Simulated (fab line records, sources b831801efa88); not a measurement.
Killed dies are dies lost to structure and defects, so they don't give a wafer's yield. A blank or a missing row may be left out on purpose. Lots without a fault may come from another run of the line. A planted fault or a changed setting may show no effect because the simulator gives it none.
fab line records | flow sky130
record lots=12 wafers=36 last_day=50
route steps=708 shown METAL1@449 METAL2@494 VIA2@521 PAD_OPEN@708
lots that met no fault: from a run of the same line without faults
start_h: hours from the record's first day to the start of the lot's first wafer shown | wait_h: hours since the lot's step before | " the same as in the row above | L1.1+2: a row that stands for several wafers | - no value, or no start given | * or withheld: withheld | < > ~ a bound
route shown NAME@n: a module of which the file shows steps, and the number in the route of the first | usual: mean/standard deviation of fault-free wafers | same: alike in all rows | chamber/n: place in a boat | sites: the reading at each site | _std_site: their standard deviation | _edge_site: outer sites' mean less inner sites' | radius_mm: how far each site lies from the wafer's centre | mask NAME#n: copy n | behind: the tool/chamber that last shaped the wafer | hold: why the lot was held/for how many hours/how that ended | device: the transistor (n, p or np) that didn't switch | end of line: the same wafers' tests at the end of the route | a step without rows: its recipe alone | killed: dies lost to structure and defects at the first sort, not the wafer's yield | map: a wafer's dies, x killed, . not, _ none there
set.NAME: the setting as run; set.NAME@STEP: as run at that earlier step | model.NAME: the simulator's own value behind a step, which no gauge read
steps of the route over a sample of lots; a table a step, a row a wafer
services: from which hour (start_h, from the record's first day; less than 0 if before it) a tool's chamber was out of use, for how many hours, and why
## steps
# step SKY_METAL1_CD_MEAS_15
# recipe target_cd_nm=140
# usual cd_nm=140.2/1.6
# columns lot.wafer tool chamber start_h wait_h cd_nm
L815.1 cd_sem-01 - 763.83 - 140.3
L815.3 " - " " 138.8
L815.5 " - " " 138.7
L816.2 cd_sem-01 - 767.99 - 141.5
L816.3 " - " " 140.6
L816.5 " - " " 140.8
L817.1 cd_sem-02 - 776.87 - 139.8
L817.3 " - " " 140.2
L817.5 " - " " 139.4
L818.3 cd_sem-02 - 799.01 - 141.7
L818.4 " - " " 142.9
L818.6 " - " " 141.6
L827.1 cd_sem-02 - 863.67 - 137.8
L827.4 " - " " 138.6
L827.5 " - " " 139.3
L832.1 cd_sem-02 - 894.77 - 139.8
L832.2 " - " " 138.7
L832.3 " - " " 138.7
L831.1 cd_sem-02 - 898.07 - 140.9
L831.3 " - " " 140.8
L831.4 " - " " 141.2
L833.2 cd_sem-02 - 907.94 - 138.6
L833.3 " - " " 139.4
L833.4 " - " " 139.6
L834.1 cd_sem-02 - 913.78 - 144.9
L834.2 " - " " 144.4
L834.5 " - " " 143.1
L835.1 cd_sem-01 - 918.02 - 142.1
L835.3 " - " " 142.2
L835.5 " - " " 142.8
L836.3 cd_sem-02 - 922.96 - 136.9
L836.4 " - " " 137.5
L836.6 " - " " 139.1
L837.2 cd_sem-01 - 930.69 - 141.2
L837.3 " - " " 141.1
L837.5 " - " " 141.8
# step SKY_METAL2_SOFTBAKE_11
# recipe temp_c=100 time_s=90 resist=KrF-thick
# usual heater_power_total_W=57.35/0.1 run_length_s=119.26/0.15
# columns lot.wafer tool chamber start_h wait_h heater_power_total_W run_length_s
L815.1 litho_track-02 0 806 - 57.14 119.03
L815.3 " 0 " " 57.34 119.28
L815.5 " 0 " " 57.43 119.06
L816.2 litho_track-04 0 810 - 57.35 119.22
L816.3 " 0 " " 57.44 119.24
L816.5 " 0 " " 57.23 119.13
L817.1 litho_track-02 0 819 - 57.46 119.04
L817.3 " 0 " " 57.39 119.09
L817.5 " 0 " " 57.23 119.44
L818.3 litho_track-04 0 842 - 57.42 119.24
L818.4 " 0 " " 57.36 119.44
L818.6 " 0 " " 57.30 119.10
L827.1 litho_track-02 0 904 - 57.26 119.01
L827.4 " 0 " " 57.40 119.22
L827.5 " 0 " " 58.37 114.23
L832.1 litho_track-03 0 935 - 57.47 119.47
L832.2 " 0 " " 57.37 119.54
L832.3 " 0 " " 57.50 119.56
L831.1 litho_track-03 0 938 - 57.41 119.44
L831.3 " 0 " " 57.60 119.39
L831.4 " 0 " " 57.38 119.38
L833.2 litho_track-04 0 948 - 57.34 119.38
L833.3 " 0 " " 57.43 119.53
L833.4 " 0 " " 57.38 119.32
L834.1 litho_track-03 0 954 - 57.47 119.31
L834.2 " 0 " " 57.46 119.34
L834.5 " 0 " " 57.34 119.44
L835.1 litho_track-03 0 958 - 57.31 119.31
L835.3 " 0 " " 57.51 119.42
L835.5 " 0 " " 57.29 119.37
L836.3 litho_track-03 0 962 - 57.44 119.31
L836.4 " 0 963 - 57.49 119.46
L836.6 " 0 " " 57.45 119.43
L837.2 litho_track-02 0 971 - 57.22 119.12
L837.3 " 0 " " 57.16 119.07
L837.5 " 0 " " 57.33 119.23
# step SKY_METAL2_ETCH_18
# recipe chemistry=N2/H2 target=BARC ion_energy_ev=200 bias_w=100 pressure_mtorr=30 n2_flow_sccm=100 h2_flow_sccm=200 icp_w=500 stop_on=SiO2 time_s=45.9 target_depth_a=600
# usual drypump_motor_current_A=5.9/0.49 oes_product_au=0.854/0.0046 throttle_valve_pct=13.224/0.0093
# columns lot.wafer tool chamber start_h wait_h drypump_motor_current_A oes_product_au rf_hours_counter_h throttle_valve_pct
L815.1 rie_metal-01 0 819.30 0.0 5.5 0.857 11 13.242
L815.3 " 0 " " 5.5 0.866 - 13.224
L815.5 " 1 " " 5.4 0.856 - 13.226
L816.2 rie_metal-04 1 824.17 0.0 6.7 0.852 7 13.218
L816.3 " 1 " " 6.7 0.851 - 13.221
L816.5 " 1 " " 6.7 0.854 - 13.230
L817.1 rie_metal-04 0 832.67 0.0 6.4 0.856 9 13.231
L817.3 " 1 " " 6.8 0.849 - 13.244
L817.5 " 1 " " 6.7 0.849 - 13.217
L818.3 rie_metal-03 1 855.53 0.0 6.1 0.847 - 13.225
L818.4 " 0 " " 5.5 0.848 - 13.233
L818.6 " 1 " " 6.1 0.849 - 13.228
L827.1 rie_metal-01 0 916.75 0.0 5.5 0.858 14 13.240
L827.4 " 1 " " 5.4 0.854 - 13.228
L827.5 " 1 " " 5.4 0.858 - 13.218
L832.1 rie_metal-04 0 948.30 0.0 6.4 0.847 14 13.215
L832.2 " 1 " " 6.7 0.852 13 13.210
L832.3 " 1 " " 6.7 0.849 - 13.215
L831.1 rie_metal-03 0 950.90 0.0 5.5 0.854 1 13.225
L831.3 " 0 " " 5.5 0.853 - 13.237
L831.4 " 1 " " 6.1 0.858 - 13.240
L833.2 rie_metal-03 0 960.67 0.0 5.4 0.855 2 13.225
L833.3 " 0 " " 5.4 0.849 - 13.220
L833.4 " 1 " " 6.1 0.853 - 13.221
L834.1 rie_metal-01 1 967.55 0.1 5.4 0.856 19 13.238
L834.2 " 1 " " 5.4 0.856 - 13.226
L834.5 " 1 " " 5.3 0.850 - 13.231
L835.1 rie_metal-04 1 971.35 0.0 6.8 0.852 14 13.208
L835.3 " 0 " " 6.4 0.849 - 13.214
L835.5 " 1 " " 6.7 0.855 - 13.221
L836.3 rie_metal-01 1 975.14 0.0 5.4 0.854 - 13.224
L836.4 " 0 " " 5.5 0.850 - 13.200
L836.6 " 1 " " 5.3 0.866 - 13.214
L837.2 rie_metal-03 1 984.05 0.0 6.1 0.844 13 13.216
L837.3 " 1 " " 6.1 0.858 - 13.220
L837.5 " 1 " " 6.1 0.862 - 13.218
# step SKY_VIA2_ETCH_14
# recipe chemistry=N2/H2 target=BARC ion_energy_ev=200 source_w=500 bias_w=100 pressure_mtorr=30 n2_flow_sccm=100 h2_flow_sccm=200 stop_on=SiO2 time_s=45.9 target_depth_a=600
# usual drypump_motor_current_A=5.7/0.35 oes_product_au=0.855/0.0047 throttle_valve_pct=13.224/0.0092
# columns lot.wafer tool chamber start_h wait_h drypump_motor_current_A oes_product_au rf_hours_counter_h throttle_valve_pct
L815.1 rie_diel-01 3 847.39 0.0 5.3 0.845 16 13.219
L815.3 " 1 " " 5.8 0.855 8 13.221
L815.5 " 3 " " 5.3 0.856 - 13.225
L816.2 rie_diel-01 0 852.04 0.0 5.5 0.859 14 13.233
L816.3 " 3 " " 5.3 0.859 17 13.230
L816.5 " 1 " " 5.9 0.850 - 13.231
L817.1 rie_diel-01 3 859.63 0.0 5.3 0.858 17 13.220
L817.3 " 1 " " 5.9 0.854 8 13.230
L817.5 " 3 " " 5.3 0.856 - 13.219
L818.3 rie_diel-04 3 882.22 0.0 5.9 0.856 21 13.228
L818.4 " 2 " " 6.4 0.853 25 13.239
L818.6 " 2 " " 6.4 0.862 - 13.234
L827.1 rie_diel-04 1 942.87 0.0 5.2 0.854 25 13.217
L827.4 " 0 " " 5.5 0.854 19 13.221
L827.5 " 2 " " 6.4 0.850 - 13.237
L832.1 rie_diel-02 0 974.14 0.0 5.4 0.859 12 13.241
L832.2 " 1 " " 6.1 0.854 15 13.223
L832.3 " 2 " " 5.3 0.864 12 13.244
L831.1 rie_diel-04 2 976.58 0.0 6.4 0.855 28 13.237
L831.3 " 1 " " 5.3 0.859 26 13.221
L831.4 " 1 " " 5.2 0.858 - 13.215
L833.2 rie_diel-01 1 985.79 0.0 5.9 0.850 12 13.216
L833.3 " 2 " " 5.9 0.846 3 13.223
L833.4 " 0 " " 5.5 0.851 19 13.220
L834.1 rie_diel-04 2 992.44 0.0 6.4 0.855 29 13.224
L834.2 " 1 " " 5.3 0.859 27 13.241
L834.5 " 1 " " 5.2 0.854 - 13.248
L835.1 rie_diel-02 1 995.82 0.0 6.1 0.850 16 13.225
L835.3 " 3 " " 5.6 0.853 10 13.213
L835.5 " 0 " " 5.4 0.854 - 13.227
L836.3 rie_diel-04 3 1000.84 0.0 5.9 0.852 - 13.207
L836.4 " 0 " " 5.6 0.854 - 13.228
L836.6 " 3 " " 5.9 0.861 - 13.224
L837.2 rie_diel-04 0 1009.59 0.0 5.6 0.866 21 13.227
L837.3 " 1 " " 5.2 0.865 27 13.242
L837.5 " 1 " " 5.2 0.857 - 13.224
# step SKY_PAD_OPEN_PROBE_99
# usual defect_limited_yield=82.4/1.9 killed_at_M0_to_M3=44/7.5 killed_at_M4_up=3.2/1.9 killed_at_contacts=23/4.7 killed_at_front_end=15/4.7 killed_at_other=0.4/0.66 killed_dies=87/9.3 killed_open=47/7.2 killed_short=39/6.5 sort_bin_3_pad_short=0.8/0.39 sort_bin_5_function=10.5/1.4 sort_bin_6_memory=6.3/1.2 sort_n_pass=405/9.3 sort_yield_pct=82.4/1.9
# same gross_dies=492 killed_at_back_side=0 sort_bin_4_leakage[%]=0 sort_bin_8_speed[%]=0
# columns lot.wafer tool chamber start_h wait_h defect_limited_yield[%] killed_at_M0_to_M3 killed_at_M4_up killed_at_contacts killed_at_front_end killed_at_other killed_dies killed_open killed_short sort_bin_3_pad_short[%] sort_bin_5_function[%] sort_bin_6_memory[%] sort_n_pass sort_yield_pct[%]
L815.1 prober-02 - 1074.90 0.1 82.5 38 3 25 19 1 86 46 40 1.0 10.2 6.3 406 82.5
L815.3 prober-02 - 1075.00 0.2 82.1 47 3 27 10 1 88 55 33 0.6 10.4 6.9 404 82.1
L815.5 prober-02 - 1075.10 0.2 84.1 43 0 22 13 0 78 37 41 1.2 9.1 5.5 414 84.1
L816.2 prober-01 - 1078.96 0.1 84.3 32 8 26 11 0 77 49 28 0.2 10.2 5.3 415 84.3
L816.3 prober-01 - 1079.01 0.2 82.9 36 2 26 18 2 84 43 41 0.6 10.4 6.1 408 82.9
L816.5 prober-01 - 1079.11 0.2 84.1 34 2 27 14 1 78 49 29 0.6 9.8 5.5 414 84.1
L832.1 prober-02 - 1173.48 0.1 80.1 41 4 33 19 1 98 53 45 0.8 12.2 6.9 394 80.1
L832.2 prober-02 - 1173.53 0.1 84.8 34 3 17 18 3 75 38 34 0.8 10.0 4.5 417 84.8
L832.3 prober-02 - 1173.58 0.2 78.5 47 4 27 27 1 106 68 36 0.2 13.6 7.7 386 78.5
L831.1 prober-01 - 1174.36 0.1 81.5 52 4 23 11 1 91 38 51 1.4 10.8 6.3 401 81.5
L831.3 prober-01 - 1174.46 0.2 80.5 52 3 23 17 1 96 47 49 1.2 11.4 6.9 396 80.5
L831.4 prober-01 - 1174.51 0.2 82.3 42 3 27 13 2 87 46 41 1.0 10.6 6.1 405 82.3
L833.2 prober-02 - 1180.65 0.1 83.5 44 5 20 12 0 81 49 32 0.4 9.1 6.9 411 83.5
L833.3 prober-02 - 1180.70 0.2 77.6 53 1 30 26 0 110 59 51 0.2 14.4 7.7 382 77.6
L833.4 prober-02 - 1180.75 0.2 79.7 46 4 23 26 1 100 52 48 1.6 11.0 7.7 392 79.7
L836.3 prober-01 - 1191.43 0.2 83.9 50 0 17 12 0 79 49 30 0.4 9.6 6.1 413 83.9
L836.4 prober-01 - 1191.48 0.2 80.7 40 8 21 26 0 95 48 47 1.6 10.6 7.1 397 80.7
L836.6 prober-01 - 1191.58 0.2 79.5 52 3 31 15 0 101 54 47 1.0 12.6 6.9 391 79.5
L837.2 prober-01 - 1201.24 0.1 83.5 44 2 25 9 1 81 44 37 1.2 10.2 5.1 411 83.5
L837.3 prober-01 - 1201.29 0.2 80.5 43 3 26 24 0 96 51 45 0.8 11.6 7.1 396 80.5
L837.5 prober-01 - 1201.39 0.2 85.2 39 7 11 16 0 73 37 34 0.4 10.4 4.1 419 85.2
# killed by level:class
L815.1 CONTACT:geometric_particle:open=9 VIA1:geometric_particle:open=8 METAL1:geometric_particle:short=7 POLY_GATE:geometric_particle:open=6 METAL2:geometric_particle:short=5 VIA3:geometric_particle:open=5 LI_CONTACT:geometric_particle:short=4 LI_CONTACT:geometric_particle:open=4
L815.3 CONTACT:geometric_particle:open=12 VIA1:geometric_particle:open=10 LI_CONTACT:geometric_particle:open=9 METAL1:geometric_particle:short=8 VIA1:geometric_particle:short=6 VIA3:geometric_particle:open=5 METAL2:geometric_particle:short=5 METAL1:geometric_particle:open=4
L815.5 METAL1:geometric_particle:short=13 VIA1:geometric_particle:open=7 METAL2:geometric_particle:short=7 CONTACT:geometric_particle:short=5 LI_CONTACT:geometric_particle:open=5 LOCAL_INTERCONNECT:geometric_particle:short=5 CONTACT:geometric_particle:open=5 VIA3:geometric_particle:open=5
L816.2 VIA1:geometric_particle:open=11 CONTACT:geometric_particle:open=9 LI_CONTACT:geometric_particle:open=8 METAL2:geometric_particle:short=6 CONTACT:geometric_particle:short=4 METAL4:geometric_particle:open=4 FIELD_ISO:geometric_particle:short=3 POLY_GATE:geometric_particle:open=3
L816.3 CONTACT:geometric_particle:open=10 VIA1:geometric_particle:open=9 CONTACT:geometric_particle:short=6 VIA2:geometric_particle:open=6 FIELD_ISO:geometric_particle:open=4 FIELD_ISO:geometric_particle:short=4 POLY_GATE:geometric_particle:open=4 LI_CONTACT:geometric_particle:open=4
L816.5 CONTACT:geometric_particle:open=12 VIA1:geometric_particle:open=8 LI_CONTACT:geometric_particle:open=7 FIELD_ISO:geometric_particle:open=5 VIA3:geometric_particle:open=5 CONTACT:geometric_particle:short=4 METAL2:geometric_particle:short=4 VIA2:geometric_particle:short=4
L832.1 CONTACT:geometric_particle:open=10 LI_CONTACT:geometric_particle:open=9 VIA3:geometric_particle:open=9 LI_CONTACT:geometric_particle:short=6 CONTACT:geometric_particle:short=6 METAL2:geometric_particle:short=6 VIA2:geometric_particle:open=6 POLY_GATE:geometric_particle:open=5
L832.2 FIELD_ISO:geometric_particle:short=7 FIELD_ISO:geometric_particle:open=7 LI_CONTACT:geometric_particle:open=6 VIA2:geometric_particle:open=6 CONTACT:geometric_particle:open=5 METAL2:geometric_particle:short=5 METAL1:geometric_particle:short=4 VIA3:geometric_particle:short=4
L832.3 VIA3:geometric_particle:open=11 CONTACT:geometric_particle:open=10 LI_CONTACT:geometric_particle:open=9 VIA2:geometric_particle:open=9 METAL1:geometric_particle:short=8 FIELD_ISO:geometric_particle:open=7 VIA1:geometric_particle:open=7 POLY_GATE:geometric_particle:open=5
L831.1 METAL2:geometric_particle:short=9 METAL1:geometric_particle:short=8 VIA1:geometric_particle:open=8 CONTACT:geometric_particle:open=8 VIA2:geometric_particle:open=7 CONTACT:geometric_particle:short=6 VIA2:geometric_particle:short=6 POLY_GATE:geometric_particle:short=4
L831.3 VIA1:geometric_particle:open=12 VIA2:geometric_particle:open=8 CONTACT:geometric_particle:short=7 VIA2:geometric_particle:short=7 CONTACT:geometric_particle:open=7 METAL2:geometric_particle:short=7 METAL1:geometric_particle:short=5 POLY_GATE:geometric_particle:short=4
L831.4 LI_CONTACT:geometric_particle:open=9 CONTACT:geometric_particle:open=8 VIA3:geometric_particle:open=8 VIA1:geometric_particle:open=7 VIA1:geometric_particle:short=7 POLY_GATE:geometric_particle:open=5 LOCAL_INTERCONNECT:geometric_particle:short=5 VIA3:geometric_particle:short=5
L833.2 VIA1:geometric_particle:open=11 VIA2:geometric_particle:open=9 METAL3:geometric_particle:short=8 CONTACT:geometric_particle:open=7 VIA3:geometric_particle:open=6 LI_CONTACT:geometric_particle:open=5 POLY_GATE:geometric_particle:open=4 POLY_GATE:geometric_particle:short=3
L833.3 VIA1:geometric_particle:open=15 FIELD_ISO:geometric_particle:short=11 VIA3:geometric_particle:open=11 LI_CONTACT:geometric_particle:open=10 LOCAL_INTERCONNECT:geometric_particle:short=7 POLY_GATE:geometric_particle:short=6 CONTACT:geometric_particle:open=5 VIA1:geometric_particle:short=5
L833.4 VIA3:geometric_particle:open=11 CONTACT:geometric_particle:open=8 POLY_GATE:geometric_particle:open=6 LI_CONTACT:geometric_particle:open=6 METAL1:geometric_particle:short=6 VIA1:geometric_particle:open=6 POLY_GATE:geometric_particle:short=5 LOCAL_INTERCONNECT:geometric_particle:short=5
L836.3 VIA3:geometric_particle:open=9 VIA2:geometric_particle:open=9 CONTACT:geometric_particle:open=8 VIA1:geometric_particle:open=8 FIELD_ISO:geometric_particle:open=5 METAL1:geometric_particle:short=5 METAL3:geometric_particle:short=5 FIELD_ISO:geometric_particle:short=4
L836.4 FIELD_ISO:geometric_particle:short=14 METAL2:geometric_particle:short=9 LI_CONTACT:geometric_particle:open=7 VIA2:geometric_particle:open=7 FIELD_ISO:geometric_particle:open=5 VIA1:geometric_particle:open=5 VIA3:geometric_particle:open=5 POLY_GATE:geometric_particle:open=4
L836.6 VIA1:geometric_particle:open=12 LI_CONTACT:geometric_particle:open=9 VIA3:geometric_particle:open=9 CONTACT:geometric_particle:open=8 LOCAL_INTERCONNECT:geometric_particle:short=7 VIA1:geometric_particle:short=5 FIELD_ISO:geometric_particle:short=5 VIA2:geometric_particle:open=5
L837.2 CONTACT:geometric_particle:open=13 VIA1:geometric_particle:open=12 METAL2:geometric_particle:short=11 CONTACT:geometric_particle:short=6 VIA3:geometric_particle:open=6 POLY_GATE:geometric_particle:open=4 METAL1:geometric_particle:short=4 LI_CONTACT:geometric_particle:open=3
L837.3 CONTACT:geometric_particle:open=12 VIA1:geometric_particle:open=10 POLY_GATE:geometric_particle:open=7 LOCAL_INTERCONNECT:geometric_particle:short=7 METAL2:geometric_particle:short=7 FIELD_ISO:geometric_particle:short=6 VIA1:geometric_particle:short=6 POLY_GATE:geometric_particle:short=5
L837.5 VIA1:geometric_particle:open=11 METAL2:geometric_particle:short=8 POLY_GATE:geometric_particle:open=7 POLY_GATE:geometric_particle:short=6 METAL1:geometric_particle:short=4 VIA2:geometric_particle:open=4 CONTACT:geometric_particle:open=3 CONTACT:geometric_particle:short=3
## services
# columns tool chamber start_h hours kind
rie_metal-01 - 810.00 2.5 repair
rie_diel-01 2 810.21 1.4 repair
rie_diel-04 1 828.45 9.7 repair
rie_diel-04 3 836.02 1.4 repair
rie_diel-01 2 844.97 - clean
rie_diel-01 2 844.97 33.2 scheduled_down
rie_diel-01 2 844.97 33.2 vent_cycle
rie_metal-03 1 869.59 1.9 repair
rie_diel-01 1 872.11 2.4 repair
rie_metal-01 0 888.64 6.2 repair
rie_metal-03 0 899.18 - clean
rie_metal-01 0 899.28 4.7 repair
rie_metal-04 - 911.98 0.4 repair
rie_diel-01 2 930.93 3.9 repair
rie_metal-01 0 933.20 41.5 repair
rie_metal-01 1 941.49 1.2 repair
rie_diel-02 0 961.49 5.7 repair
rie_diel-04 0 969.95 19.9 repair
rie_metal-04 - 984.40 0.2 repair
rie_diel-04 2 994.33 8.7 repair
rie_diel-04 - 994.80 0.5 repair
rie_diel-04 1 999.26 6.3 repair
rie_metal-04 - 1001.93 2.8 pm
rie_diel-01 0 1008.08 9.8 repair
## key
first_sign step=SKY_METAL2_SOFTBAKE_11 reading=run_length_s direction=down sigmas=33 usual=* struck=*
effect step=SKY_METAL2_SOFTBAKE_11 reading=heater_power_total_W direction=up sigmas=10 usual=* struck=*
met_at SKY_METAL2_SOFTBAKE_11
struck_lots L827
struck_wafers L827.5
not_acting_at SKY_METAL1_CD_MEAS_15,SKY_METAL2_ETCH_18,SKY_VIA2_ETCH_14
onset_between 819 904
fault kind=process_parameter_drift tool=litho_track-02 chamber=- onset_h=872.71 steps=SKY_METAL2_SOFTBAKE_11 channel=time_s offset=* shape=step end_h=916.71 scope=struck_wafers_only acts_in=* stated=*
